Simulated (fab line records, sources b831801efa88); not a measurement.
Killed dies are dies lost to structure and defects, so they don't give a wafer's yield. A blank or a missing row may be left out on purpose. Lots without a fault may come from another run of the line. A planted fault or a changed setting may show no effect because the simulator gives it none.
Which tool did it? | flow gf180mcu | 14 lots, 42 wafers sampled, at 3 steps of a route of 602

WHAT THE GAUGES READ, wafer by wafer
GF_SAB_THK_MEAS_01. Usual: SAB_CVD_00_THK 50.1 nm, standard deviation 0.65.
lot  | measured     | on            | SAB_CVD_00_THK (nm) | flag
L734 | day 14 03:38 | film_metro-02 | 49.2 50.5 49.5      |
L735 | day 14 11:41 | film_metro-04 | 49.7 50.9 51.2      |
L736 | day 14 19:28 | film_metro-01 | 50.3 50.8 50.6      |
L737 | day 15 04:16 | film_metro-01 | 49.8 49.6 51.0      |
L739 | day 16 04:47 | film_metro-01 | 49.8 51.0 50.6      |
L740 | day 16 16:19 | film_metro-04 | 50.5 51.6 50.8      |
L741 | day 16 20:47 | film_metro-02 | 49.6 50.0 50.3      |
L742 | day 17 01:55 | film_metro-04 | 49.7 50.2 50.3      |
L744 | day 17 19:49 | film_metro-02 | 49.3 50.2 50.4      |
L745 | day 18 04:02 | film_metro-04 | 50.0 50.5 49.7      |
L748 | day 19 04:46 | film_metro-02 | 49.3 49.7 48.8      |
L749 | day 19 11:35 | film_metro-01 | 50.3 50.9 50.5      |
L753 | day 20 21:58 | film_metro-01 | 50.0 49.7 50.9      |
L755 | day 21 11:58 | film_metro-04 | 50.4 50.9 50.5      |

GF_M2_CD_MEAS_14: target cd 280 nm. Usual: cd_nm 280.0 nm, standard deviation 1.1.
lot  | measured     | on        | cd_nm (nm)        | flag
L734 | day 19 00:11 | cd_sem-01 | 281.0 281.9 280.3 |
L735 | day 19 13:54 | cd_sem-01 | 279.5 278.9 279.5 |
L736 | day 19 19:06 | cd_sem-01 | 279.9 281.1 281.4 |
L737 | day 20 04:49 | cd_sem-01 | 280.1 281.4 280.7 |
L739 | day 21 08:02 | cd_sem-02 | 279.3 279.3 280.5 |
L740 | day 21 18:37 | cd_sem-02 | 278.4 278.6 278.8 |
L741 | day 22 01:29 | cd_sem-02 | 280.9 280.6 280.2 |
L742 | day 22 03:34 | cd_sem-02 | 278.7 277.9 278.5 |
L744 | day 23 00:59 | cd_sem-01 | 281.6 280.0 281.3 |
L745 | day 23 07:45 | cd_sem-02 | 280.5 280.4 279.9 |
L748 | day 24 06:20 | cd_sem-01 | 278.1 277.4 279.5 |
L749 | day 24 14:53 | cd_sem-02 | 280.4 280.8 279.3 |
L753 | day 25 21:53 | cd_sem-01 | 280.5 280.3 280.6 |
L755 | day 26 09:00 | cd_sem-01 | 281.0 280.3 281.3 |

WHICH TOOL RAN EACH LOT (tool, then ch and the chambers of the sampled wafers, then the start)
lot  | GF_HV_LDD_SOFTBAKE_03
L734 | litho_track-02 ch 0, day 9 14:19
L735 | litho_track-04 ch 0, day 9 21:06
L736 | litho_track-01 ch 0, day 10 02:31
L737 | litho_track-01 ch 0, day 10 09:58
L739 | litho_track-02 ch 0, day 11 05:28
L740 | litho_track-01 ch 0, day 11 14:49
L741 | litho_track-02 ch 0, day 11 20:16
L742 | litho_track-04 ch 0, day 12 00:48
L744 | litho_track-02 ch 0, day 12 16:47
L745 | litho_track-04 ch 0, day 12 23:33
L748 | litho_track-01 ch 0, day 13 19:52
L749 | litho_track-02 ch 0, day 14 02:57
L753 | litho_track-02 ch 0, day 15 09:42
L755 | litho_track-02 ch 0, day 16 00:45
- GF_HV_LDD_SOFTBAKE_03: time 60 s.

WHAT THE TOOLS THEMSELVES READ (means of the sampled wafers that have a number; where no wafer has one, the mark that the record gives instead)
GF_HV_LDD_SOFTBAKE_03. Usual: run_length_s 89.23 s, standard deviation 0.21.
lot  | tool           | run_length_s (s) | flag
L734 | litho_track-02 | 89.41            |
L735 | litho_track-04 | 88.96            |
L736 | litho_track-01 | 89.23            |
L737 | litho_track-01 | 89.39            |
L739 | litho_track-02 | 89.38            |
L740 | litho_track-01 | 89.30            |
L741 | litho_track-02 | 89.37            |
L742 | litho_track-04 | 89.01            |
L744 | litho_track-02 | 89.50            |
L745 | litho_track-04 | 88.95            |
L748 | litho_track-01 | 89.29            |
L749 | litho_track-02 | 89.44            |
L753 | litho_track-02 | 95.64            | OFF
L755 | litho_track-02 | 95.63            | OFF

THE ANSWER, worked out from the rows above alone
Rule: a lot is off if the mean of its wafers that have a number lies more than 3 standard deviations from the usual mean. A lot without any number at a reading at which 4 lots or more have one is off too. The other lots that the step has rows for count as sound. The gauges are gone through in route order, then the tools' own readings, and for those a lot's mean is taken as printed above. The first step at which some lot is off is used, and at that step the reading that is off furthest; a lot without a number counts as furthest.
Off: L753, L755, at GF_HV_LDD_SOFTBAKE_03 (run_length_s).
A tool fits if, at that step or a process step before it, it ran every lot that is off, and no sound lot after the first of them. One fits: litho_track-02 at GF_HV_LDD_SOFTBAKE_03. Its last sound lot is L749 (day 14 02:57), its first lot that is off L753 (day 15 09:42): a fault that began between those two fits.
The tool's own readings at GF_HV_LDD_SOFTBAKE_03 bear it out: on the lots that are off they differ by more than 5 times the standard deviation of the sound lots' means. run_length_s reads 95.63 s there against 89.27 s on the sound lots.

WHAT THE SIMULATOR HAD PUT IN
Process parameter drift: litho_track-02, from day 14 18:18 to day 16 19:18, at GF_HV_LDD_SOFTBAKE_03. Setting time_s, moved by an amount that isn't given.
Lots struck among those shown: L753, L755. The rule above found the same.
